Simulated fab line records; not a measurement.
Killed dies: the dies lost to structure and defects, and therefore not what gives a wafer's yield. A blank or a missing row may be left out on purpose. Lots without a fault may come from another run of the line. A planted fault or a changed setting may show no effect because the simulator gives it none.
fab line records	flow sky130	part 1 of 2: steps 1 to 25 of 36
[record] lots = 5	wafers = 15	last-day = 50
route steps=708 shown SONOS_ONO@174 GATE_OXIDE@187 POLY_GATE@204 RES_PROTECT@206
lots that met no fault: from a run of the same line without faults
start-h: start of the lot's first displayed wafer, in hours after the record's first day	wait-h: hours since the lot's step before	" as in the row above	L1.1+2: one row covering several wafers at once	- value missing, or start not given	* or withheld: withheld	< > ~ a bound
route shown NAME@n: a module of which the file shows steps, and the number in the route of the first	usual: average and standard deviation across the fault-free wafers	same: alike in all rows	chamber/n: place in a boat	sites: readings site by site	_std_site: how widely they spread, as a standard deviation	_edge_site: outer sites' mean less inner sites'	radius-mm: for every site, how far away it sits from the centre of the wafer	mask NAME#n: copy n	behind: the tool/chamber that last shaped the wafer	hold: cause of the lot's hold/its duration in hours/its outcome	device: which transistor (n, p or np) failed to switch	end of line: at the end of the route, the tests of the same wafers	a step without rows: its recipe alone	killed: the dies lost at the first sort to structure and to defects; this is not the yield of the wafer	map: shows each die of a wafer: x if killed, . if not, _ if none is there
set.NAME: the setting the step ran with; set.NAME@STEP: the setting that earlier step ran with	model.NAME: the simulator's own value behind a step, which no gauge read
lots at selected steps of the route; one table per step, one row per wafer
services: the hour from which a tool's chamber was out of use, counted from the record's first day as start-h (under 0 if before that day), plus the number of hours and why
[[steps]]
[step SKY_SONOS_ONO_DEHYDRATE_06]
[recipe] temp-c = 200	time-s = 60
[usual] exhaust-pa = 45.0/0.85
lot.wafer	tool	chamber	start-h	wait-h	exhaust-pa
L075.2	litho-track-01	0	271.03	10.6	45.7
L075.5	"	0	"	"	45.9
L075.6	"	0	"	"	45.1
L089.1	litho-track-01	0	386.85	13.8	44.8
L089.2	"	0	"	"	45.8
L089.4	"	0	"	"	45.5
L093.2	litho-track-01	0	431.83	14.4	45.3
L093.3	"	0	"	"	45.3
L093.5	"	0	"	"	45.5
L096.1	litho-track-02	0	449.97	15.3	45.1
L096.4	"	0	"	"	44.8
L096.5	"	0	"	"	45.5
L097.4	litho-track-04	0	450.12	15.4	45.1
L097.5	"	0	"	"	46.8
L097.6	"	0	"	"	45.6
[step SKY_SONOS_ONO_HMDS_07]
[recipe] prime-time-s = 60	prime-temp-c = 120
[usual] exhaust-pa = 44.9/0.82
lot.wafer	tool	chamber	start-h	wait-h	exhaust-pa
L075.2	litho-track-01	0	271.18	0.1	46.4
L075.5	"	0	"	"	43.1
L075.6	"	0	"	"	44.8
L089.1	litho-track-01	0	387.00	0.1	45.4
L089.2	"	0	"	"	45.4
L089.4	"	0	"	"	44.7
L093.2	litho-track-01	0	431.98	0.1	45.4
L093.3	"	0	"	"	45.1
L093.5	"	0	"	"	45.7
L096.1	litho-track-02	0	450.12	0.1	43.1
L096.4	"	0	"	"	44.2
L096.5	"	0	"	"	44.7
L097.4	litho-track-04	0	450.27	0.1	44.7
L097.5	"	0	"	"	44.0
L097.6	"	0	"	"	45.1
[step SKY_SONOS_ONO_COAT_08]
[recipe] resist = NOVOLAK	spin-rpm = 3000	resist-thk-nm = 1140
[usual] exhaust-pa = 44.9/0.85
lot.wafer	tool	chamber	start-h	wait-h	exhaust-pa
L075.2	litho-track-01	0	271.33	0.1	45.0
L075.5	"	0	"	"	43.9
L075.6	"	0	"	"	44.3
L089.1	litho-track-01	0	387.15	0.1	44.3
L089.2	"	0	"	"	45.7
L089.4	"	0	"	"	44.4
L093.2	litho-track-01	0	432.13	0.1	45.9
L093.3	"	0	"	"	44.5
L093.5	"	0	"	"	44.7
L096.1	litho-track-02	0	450.27	0.1	45.6
L096.4	"	0	"	"	46.5
L096.5	"	0	"	"	44.8
L097.4	litho-track-04	0	450.42	0.1	45.9
L097.5	"	0	"	"	45.6
L097.6	"	0	"	"	44.9
[step SKY_SONOS_ONO_SOFTBAKE_09]
[recipe] temp-c = 90	time-s = 60	resist = NOVOLAK
[usual] exhaust-pa = 45.0/0.88
lot.wafer	tool	chamber	start-h	wait-h	exhaust-pa
L075.2	litho-track-01	0	271.48	0.1	45.8
L075.5	"	0	"	"	45.0
L075.6	"	0	"	"	45.2
L089.1	litho-track-01	0	387.30	0.1	45.9
L089.2	"	0	"	"	45.0
L089.4	"	0	"	"	44.2
L093.2	litho-track-01	0	432.28	0.1	44.9
L093.3	"	0	"	"	45.8
L093.5	"	0	"	"	45.3
L096.1	litho-track-02	0	450.42	0.1	46.6
L096.4	"	0	"	"	45.0
L096.5	"	0	"	"	47.2
L097.4	litho-track-04	0	450.57	0.1	45.0
L097.5	"	0	"	"	44.9
L097.6	"	0	"	"	45.2
[step SKY_SONOS_ONO_EXPOSE_10]
[recipe] mask-id = ONOM	target-cd-nm = 410	na = 0.6	source-shape = conventional	sigma-outer = 0.6	dose-mj = 150
[usual] exposure-dose-mJ-cm2 = 150.7/0.81	reticle-temp-C = 22.98/0.11
lot.wafer	tool	chamber	start-h	wait-h	mask	exposure-dose-mJ-cm2	reticle-temp-C
L075.2	iline-stepper-02	0	-	-	ONOM#0	150.2	22.91
L075.5	"	0	"	"	ONOM#0	149.9	22.81
L075.6	"	0	"	"	ONOM#0	150.1	23.01
L089.1	iline-stepper-01	0	-	-	ONOM#0	151.6	22.92
L089.2	"	0	"	"	ONOM#0	151.5	23.01
L089.4	"	0	"	"	ONOM#0	151.7	22.95
L093.2	iline-stepper-02	0	-	-	ONOM#0	150.0	22.89
L093.3	"	0	"	"	ONOM#0	150.2	22.96
L093.5	"	0	"	"	ONOM#0	149.8	22.94
L096.1	iline-stepper-02	0	-	-	ONOM#0	149.9	22.94
L096.4	"	0	"	"	ONOM#0	149.9	22.94
L096.5	"	0	"	"	ONOM#0	149.8	23.00
L097.4	iline-stepper-01	0	-	-	ONOM#0	151.8	23.04
L097.5	"	0	"	"	ONOM#0	151.8	23.09
L097.6	"	0	"	"	ONOM#0	151.7	23.16
[step SKY_SONOS_ONO_PEB_11]
[recipe] temp-c = withheld	time-s = *	resist = NOVOLAK
[usual] exhaust-pa = 44.9/0.9
lot.wafer	tool	chamber	start-h	wait-h	exhaust-pa
L075.2	litho-track-04	0	-	-	45.0
L075.5	"	0	"	"	44.3
L075.6	"	0	"	"	44.7
L089.1	litho-track-02	0	-	-	44.7
L089.2	"	0	"	"	44.3
L089.4	"	0	"	"	44.1
L093.2	litho-track-04	0	-	-	44.6
L093.3	"	0	"	"	43.9
L093.5	"	0	"	"	43.7
L096.1	litho-track-04	0	-	-	45.2
L096.4	"	0	"	"	45.7
L096.5	"	0	"	"	45.0
L097.4	litho-track-02	0	-	-	45.2
L097.5	"	0	"	"	47.0
L097.6	"	0	"	"	46.6
[step SKY_SONOS_ONO_DEVELOP_12]
[recipe] develop-time-s = 60	dev-temp-c = 23
[usual] exhaust-pa = 44.9/0.74
lot.wafer	tool	chamber	start-h	wait-h	exhaust-pa
L075.2	litho-track-04	0	283.37	0.1	44.8
L075.5	"	0	"	"	45.1
L075.6	"	0	"	"	45.3
L089.1	litho-track-02	0	401.37	0.1	45.8
L089.2	"	0	"	"	45.6
L089.4	"	0	"	"	46.4
L093.2	litho-track-04	0	446.82	0.1	45.4
L093.3	"	0	"	"	44.4
L093.5	"	0	"	"	44.8
L096.1	litho-track-04	0	465.19	0.1	44.8
L096.4	"	0	"	"	44.0
L096.5	"	0	"	"	43.7
L097.4	litho-track-02	0	466.00	0.1	44.2
L097.5	"	0	"	"	44.9
L097.6	"	0	"	"	44.7
[step SKY_SONOS_ONO_CD_MEAS_13]
[recipe] target-cd-nm = 410
[usual] cd-nm = 410.7/2.5
lot.wafer	tool	chamber	start-h	wait-h	cd-nm
L075.2	cd-sem-01	-	283.51	0.1	411.4
L075.5	"	-	"	"	410.7
L075.6	"	-	"	"	414.0
L089.1	cd-sem-02	-	401.52	0.1	414.1
L089.2	"	-	"	"	413.5
L089.4	"	-	"	"	413.0
L093.2	cd-sem-01	-	446.96	0.1	413.4
L093.3	"	-	"	"	413.0
L093.5	"	-	"	"	413.5
L096.1	cd-sem-01	-	465.34	0.1	412.5
L096.4	"	-	"	"	413.0
L096.5	"	-	"	"	412.1
L097.4	cd-sem-01	-	466.13	0.1	411.3
L097.5	"	-	"	"	413.9
L097.6	"	-	"	"	412.0
[step SKY_SONOS_ONO_OVL_MEAS_14]
[usual] SONOS_ONO_OVL = 0.1/1.3
lot.wafer	tool	chamber	start-h	wait-h	SONOS_ONO_OVL[nm]
L075.2	overlay-02	-	283.62	0.1	1.3
L075.5	"	-	"	"	-1.4
L075.6	"	-	"	"	1.9
L089.1	overlay-02	-	401.64	0.1	-1.5
L089.2	"	-	"	"	1.7
L089.4	"	-	"	"	0.5
L093.2	overlay-01	-	447.07	0.1	1.0
L093.3	"	-	"	"	-0.8
L093.5	"	-	"	"	0.0
L096.1	overlay-01	-	465.46	0.1	2.7
L096.4	"	-	"	"	1.3
L096.5	"	-	"	"	1.3
L097.4	overlay-02	-	466.21	0.1	1.6
L097.5	"	-	"	"	0.7
L097.6	"	-	"	"	-0.2
[step SKY_SONOS_ONO_ETCH_15]
[recipe] target-depth-nm = 19.52	chemistry = CHF3/O2	source-w = 600	bias-w = 200	pressure-mtorr = 40	chf3-flow-sccm = 50	O2_flow_sccm = 5	time-s = 7.8
[usual] drypump-motor-current-A = 5.9/0.31	oes-product-au = 0.997/0.0078	throttle-valve-pct = 8.823/0.0099
lot.wafer	tool	chamber	start-h	wait-h	drypump-motor-current-A	oes-product-au	rf-hours-counter-h	throttle-valve-pct
L075.2	rie-diel-04	1	283.65	0.0	5.7	0.997	124	8.838
L075.5	"	1	"	"	5.7	0.998	-	8.825
L075.6	"	0	"	"	5.8	1.000	-	8.827
L089.1	rie-diel-01	2	401.68	0.0	5.2	0.999	27	8.821
L089.2	"	3	"	"	6.3	0.995	4	8.832
L089.4	"	1	"	"	5.7	1.002	11	8.831
L093.2	rie-diel-03	1	447.10	0.0	5.3	0.991	15	8.823
L093.3	"	3	"	"	5.7	0.983	7	8.818
L093.5	"	1	"	"	5.3	0.994	-	8.810
L096.1	rie-diel-04	2	465.50	0.0	6.0	0.990	20	8.832
L096.4	"	3	"	"	6.0	1.000	12	8.828
L096.5	"	0	"	"	5.8	1.007	-	8.803
L097.4	rie-diel-03	3	466.23	0.0	5.7	0.996	7	8.804
L097.5	"	0	"	"	6.6	0.995	-	8.816
L097.6	"	3	"	"	5.7	0.992	-	8.819
[step SKY_SONOS_ONO_WET_ETCH_16]
[recipe] chemistry = dHF	target-depth-nm = 14	dry = n2-spin	target = SiO2	dilution = 100:1	temp-c = 25	time-s = 280
lot.wafer	tool	chamber	start-h	wait-h
L075.2+5+6	wet-bench-01	0	283.67	0.0
L089.1+2+4	wet-bench-03	1	401.70	0.0
L093.2+3+5	wet-bench-02	0	447.12	0.0
L096.1+4+5	wet-bench-03	1	465.52	0.0
L097.4+5+6	wet-bench-03	1	466.25	0.0
[step SKY_SONOS_ONO_STRIP_17]
[recipe] chemistry = O2/N2	power-w = 1400	pressure-mtorr = 1500	platen-temp-c = withheld	o2-flow-sccm = 3000	n2-flow-sccm = 300	overash-fraction = 0.5
[usual] drypump-motor-current-A = 5.8/0.5	oes-product-au = 0.711/0.0042	strip-time-to-endpoint-s = 14.10/0.034
lot.wafer	tool	chamber	start-h	wait-h	drypump-motor-current-A	oes-product-au	rf-hours-counter-h	strip-time-to-endpoint-s
L075.2	plasma-asher-01	0	283.76	0.0	4.9	0.717	61	14.14
L075.5	"	0	"	"	5.0	0.714	-	14.16
L075.6	"	1	"	"	6.4	0.713	-	14.14
L089.1	plasma-asher-04	0	401.79	0.0	6.4	0.709	56	14.09
L089.2	"	1	"	"	5.5	0.706	56	14.14
L089.4	"	1	"	"	5.5	0.707	-	14.12
L093.2	plasma-asher-04	0	447.21	0.0	6.4	0.710	61	14.11
L093.3	"	1	"	"	5.5	0.704	-	14.09
L093.5	"	0	"	"	6.4	0.715	-	14.10
L096.1	plasma-asher-01	0	465.61	0.0	5.0	0.718	4	14.10
L096.4	"	0	"	"	5.0	0.706	-	14.07
L096.5	"	0	"	"	4.9	0.715	-	14.12
L097.4	plasma-asher-04	1	466.37	0.0	5.5	0.715	-	14.09
L097.5	"	0	"	"	6.4	0.714	-	14.10
L097.6	"	1	"	"	5.5	0.714	-	14.09
[step SKY_SONOS_ONO_WET_ETCH_18]
[recipe] chemistry = H3PO4	target-depth-nm = 15	target = Si3N4	temp-c = 160	time-s = 172
lot.wafer	tool	chamber	start-h	wait-h
L075.2+5+6	wet-bench-03	0	283.86	0.1
L089.1+2+4	wet-bench-03	2	401.89	0.1
L093.2+3+5	wet-bench-03	3	447.31	0.1
L096.1+4+5	wet-bench-02	0	465.71	0.1
L097.4+5+6	wet-bench-03	3	466.44	0.0
[step SKY_GATE_OXIDE_CLEAN_00]
[recipe] chemistry = SC1/SC2	mix = 1:4:20	temp-c = 70	time-s = 150	dry = n2-spin
lot.wafer	tool	chamber	start-h	wait-h
L075.2+5+6	wet-bench-02	3	283.91	0.0
L089.1+2+4	wet-bench-02	1	401.96	0.0
L093.2+3+5	wet-bench-02	0	447.37	0.0
L096.1+4+5	wet-bench-01	2	465.76	0.0
L097.4+5+6	wet-bench-01	1	466.49	0.0
[step SKY_GATE_OXIDE_OXIDATION_01]
[recipe] temp-c = 900	ambient = O2	stabilise-s = 600	purge-s = 300	target-thk-a = 102.68	ox-time-s = 1473
[usual] zone-power-centre-pct = 17.6/0.46
[same] stabilise-s = 600
lot.wafer	tool	chamber	start-h	wait-h	zone-power-centre-pct
L075.2	furnace-02	0	286.82	2.9	17.9
L075.5	"	0	"	"	17.8
L075.6	"	0	"	"	17.8
L089.1	furnace-02	0	403.16	1.1	17.7
L089.2	"	0	"	"	17.7
L089.4	"	0	"	"	18.2
L093.2	furnace-02	0	447.43	0.0	17.9
L093.3	"	0	"	"	17.8
L093.5	"	0	"	"	17.9
L096.1	furnace-02	0	465.81	0.0	17.8
L096.4	"	0	"	"	18.1
L096.5	"	0	"	"	17.9
L097.4	furnace-02	0	467.22	0.7	17.7
L097.5	"	0	"	"	17.8
L097.6	"	0	"	"	18.0
[step SKY_GATE_OXIDE_THK_MEAS_02]
[recipe] reads = SiO2_of_GATE_OXIDE_OXIDATION_01
[usual] GATE_OXIDE_OXIDATION_00_THK = 10.22/0.17
lot.wafer	tool	chamber	start-h	wait-h	GATE_OXIDE_OXIDATION_00_THK[nm]
L075.2	film-metro-01	-	288.23	0.0	10.14
L075.5	"	-	"	"	10.30
L075.6	"	-	"	"	10.18
L089.1	film-metro-03	-	404.57	0.0	10.37
L089.2	"	-	"	"	10.37
L089.4	"	-	"	"	10.48
L093.2	film-metro-04	-	448.85	0.0	10.06
L093.3	"	-	"	"	9.98
L093.5	"	-	"	"	9.95
L096.1	film-metro-03	-	467.22	0.0	9.95
L096.4	"	-	"	"	10.27
L096.5	"	-	"	"	10.09
L097.4	film-metro-01	-	468.66	0.0	9.90
L097.5	"	-	"	"	9.66
L097.6	"	-	"	"	9.82
[step SKY_GATE_OXIDE_DEHYDRATE_03]
[recipe] temp-c = 200	time-s = 60
[usual] exhaust-pa = 45.0/0.99
lot.wafer	tool	chamber	start-h	wait-h	exhaust-pa
L075.2	litho-track-04	0	297.57	9.3	46.4
L075.5	"	0	"	"	44.7
L075.6	"	0	"	"	44.8
L089.1	litho-track-02	0	419.97	15.4	43.8
L089.2	"	0	"	"	45.4
L089.4	"	0	"	"	45.1
L093.2	litho-track-04	0	463.77	14.9	46.4
L093.3	"	0	"	"	46.0
L093.5	"	0	"	"	45.3
L096.1	litho-track-02	0	481.92	14.7	45.2
L096.4	"	0	"	"	45.6
L096.5	"	0	"	"	44.4
L097.4	litho-track-04	0	483.42	14.7	46.8
L097.5	"	0	"	"	45.0
L097.6	"	0	"	"	46.6
[step SKY_GATE_OXIDE_HMDS_04]
[recipe] prime-time-s = 60	prime-temp-c = 120
[usual] exhaust-pa = 45.0/0.82
lot.wafer	tool	chamber	start-h	wait-h	exhaust-pa
L075.2	litho-track-04	0	297.72	0.1	45.3
L075.5	"	0	"	"	46.1
L075.6	"	0	"	"	45.9
L089.1	litho-track-02	0	420.12	0.1	45.5
L089.2	"	0	"	"	46.2
L089.4	"	0	"	"	44.6
L093.2	litho-track-04	0	463.92	0.1	44.7
L093.3	"	0	"	"	45.1
L093.5	"	0	"	"	43.8
L096.1	litho-track-02	0	482.07	0.1	44.6
L096.4	"	0	"	"	45.5
L096.5	"	0	"	"	44.3
L097.4	litho-track-04	0	483.57	0.1	44.7
L097.5	"	0	"	"	43.6
L097.6	"	0	"	"	44.5
[step SKY_GATE_OXIDE_COAT_05]
[recipe] resist = NOVOLAK	spin-rpm = 3000	resist-thk-nm = 1140
[usual] exhaust-pa = 45.0/0.94
lot.wafer	tool	chamber	start-h	wait-h	exhaust-pa
L075.2	litho-track-04	0	297.87	0.1	45.4
L075.5	"	0	"	"	44.1
L075.6	"	0	"	"	45.6
L089.1	litho-track-02	0	420.27	0.1	44.9
L089.2	"	0	"	"	44.6
L089.4	"	0	"	"	46.8
L093.2	litho-track-04	0	464.07	0.1	45.3
L093.3	"	0	"	"	45.0
L093.5	"	0	"	"	42.8
L096.1	litho-track-02	0	482.22	0.1	45.8
L096.4	"	0	"	"	44.2
L096.5	"	0	"	"	45.6
L097.4	litho-track-04	0	483.72	0.1	45.0
L097.5	"	0	"	"	44.4
L097.6	"	0	"	"	45.6
[step SKY_GATE_OXIDE_SOFTBAKE_06]
[recipe] temp-c = 90	time-s = 60	resist = NOVOLAK
[usual] exhaust-pa = 45.0/0.96
lot.wafer	tool	chamber	start-h	wait-h	exhaust-pa
L075.2	litho-track-04	0	298.02	0.1	45.9
L075.5	"	0	"	"	45.5
L075.6	"	0	"	"	46.7
L089.1	litho-track-02	0	420.42	0.1	44.7
L089.2	"	0	"	"	44.8
L089.4	"	0	"	"	45.4
L093.2	litho-track-04	0	464.22	0.1	46.0
L093.3	"	0	"	"	46.4
L093.5	"	0	"	"	45.9
L096.1	litho-track-02	0	482.37	0.1	44.1
L096.4	"	0	"	"	45.7
L096.5	"	0	"	"	44.7
L097.4	litho-track-04	0	483.87	0.1	45.9
L097.5	"	0	"	"	45.6
L097.6	"	0	"	"	45.8
[step SKY_GATE_OXIDE_EXPOSE_07]
[recipe] mask-id = LVOM	na = 0.6	source-shape = conventional	sigma-outer = 0.6	polarization = unpolarized	target-cd-nm = 600	dose-mj = 170
[usual] exposure-dose-mJ-cm2 = 170.02/0.17	reticle-temp-C = 23.00/0.11
lot.wafer	tool	chamber	start-h	wait-h	mask	exposure-dose-mJ-cm2	reticle-temp-C
L075.2	iline-stepper-01	0	-	-	LVOM#0	169.79	23.00
L075.5	"	0	"	"	LVOM#0	169.96	23.08
L075.6	"	0	"	"	LVOM#0	170.09	22.97
L089.1	iline-stepper-02	0	-	-	LVOM#0	170.20	22.83
L089.2	"	0	"	"	LVOM#0	170.09	22.97
L089.4	"	0	"	"	LVOM#0	170.00	22.96
L093.2	iline-stepper-02	0	-	-	LVOM#0	169.73	23.13
L093.3	"	0	"	"	LVOM#0	169.74	22.99
L093.5	"	0	"	"	LVOM#0	169.62	22.96
L096.1	iline-stepper-01	0	-	-	LVOM#0	169.88	23.14
L096.4	"	0	"	"	LVOM#0	169.87	22.99
L096.5	"	0	"	"	LVOM#0	169.97	23.15
L097.4	iline-stepper-01	0	-	-	LVOM#0	170.25	22.72
L097.5	"	0	"	"	LVOM#0	170.32	22.91
L097.6	"	0	"	"	LVOM#0	170.17	22.88
[step SKY_GATE_OXIDE_PEB_08]
[recipe] temp-c = withheld	time-s = *	resist = NOVOLAK
[usual] exhaust-pa = 44.8/0.79
lot.wafer	tool	chamber	start-h	wait-h	exhaust-pa
L075.2	litho-track-03	0	-	-	46.3
L075.5	"	0	"	"	45.0
L075.6	"	0	"	"	43.8
L089.1	litho-track-02	0	-	-	44.1
L089.2	"	0	"	"	44.7
L089.4	"	0	"	"	45.8
L093.2	litho-track-02	0	-	-	44.6
L093.3	"	0	"	"	45.0
L093.5	"	0	"	"	45.0
L096.1	litho-track-03	0	-	-	45.0
L096.4	"	0	"	"	43.6
L096.5	"	0	"	"	44.9
L097.4	litho-track-04	0	-	-	45.6
L097.5	"	0	"	"	45.7
L097.6	"	0	"	"	45.5
[step SKY_GATE_OXIDE_DEVELOP_09]
[recipe] resist = NOVOLAK	developer = TMAH	develop-time-s = 60	dev-temp-c = 23
[usual] exhaust-pa = 44.9/1
lot.wafer	tool	chamber	start-h	wait-h	exhaust-pa
L075.2	litho-track-03	0	309.01	0.1	43.8
L075.5	"	0	"	"	44.3
L075.6	"	0	"	"	43.2
L089.1	litho-track-02	0	434.97	0.1	44.7
L089.2	"	0	"	"	44.8
L089.4	"	0	"	"	44.1
L093.2	litho-track-02	0	479.00	0.1	46.0
L093.3	"	0	"	"	45.6
L093.5	"	0	"	"	45.7
L096.1	litho-track-03	0	497.23	0.1	45.5
L096.4	"	0	"	"	44.7
L096.5	"	0	"	"	44.5
L097.4	litho-track-04	0	498.12	0.1	45.6
L097.5	"	0	"	"	44.5
L097.6	"	0	"	"	46.4
[step SKY_GATE_OXIDE_OVL_MEAS_10]
[usual] GATE_OXIDE_OVL = -0.6/1.2
lot.wafer	tool	chamber	start-h	wait-h	GATE_OXIDE_OVL[nm]
L075.2	overlay-01	-	309.14	0.1	0.2
L075.5	"	-	"	"	1.0
L075.6	"	-	"	"	-1.3
L089.1	overlay-01	-	435.12	0.1	0.2
L089.2	"	-	"	"	-0.5
L089.4	"	-	"	"	0.5
L093.2	overlay-01	-	479.13	0.1	2.5
L093.3	"	-	"	"	0.7
L093.5	"	-	"	"	-0.6
L096.1	overlay-01	-	497.38	0.1	-0.4
L096.4	"	-	"	"	-1.0
L096.5	"	-	"	"	0.2
L097.4	overlay-02	-	498.21	0.1	-0.4
L097.5	"	-	"	"	0.1
L097.6	"	-	"	"	1.6
[step SKY_GATE_OXIDE_IMPLANT_11]
[recipe] species = B	energy-kev = 10	dose-cm2 = 2.6e+12	tilt-deg = withheld
[usual] beam-energy-keV = 10.000/0.0033	end-station-pressure-torr = 5.04e-06/2.8e-07	faraday-current-uA = 14.7/0.33
lot.wafer	tool	chamber	start-h	wait-h	beam-energy-keV	end-station-pressure-torr	faraday-current-uA
L075.2	implanter-03	0	309.19	0.0	10.004	5.05e-06	14.4
L075.5	"	0	"	"	10.000	5.42e-06	14.4
L075.6	"	0	"	"	9.998	5.04e-06	14.7
L089.1	implanter-04	0	435.16	0.0	9.997	4.56e-06	15.0
L089.2	"	0	"	"	10.001	5.2e-06	14.8
L089.4	"	0	"	"	10.002	5.09e-06	14.6
L093.2	implanter-02	0	479.48	0.3	10.000	5.05e-06	14.0
L093.3	"	0	"	"	10.000	4.7e-06	14.6
L093.5	"	0	"	"	9.996	4.42e-06	14.8
L096.1	implanter-02	0	497.42	0.0	10.004	5.73e-06	14.4
L096.4	"	0	"	"	10.001	4.95e-06	14.7
L096.5	"	0	"	"	10.005	4.65e-06	14.8
L097.4	implanter-03	0	498.31	0.1	9.995	4.84e-06	14.9
L097.5	"	0	"	"	10.001	4.88e-06	14.9
L097.6	"	0	"	"	9.999	4.82e-06	14.9
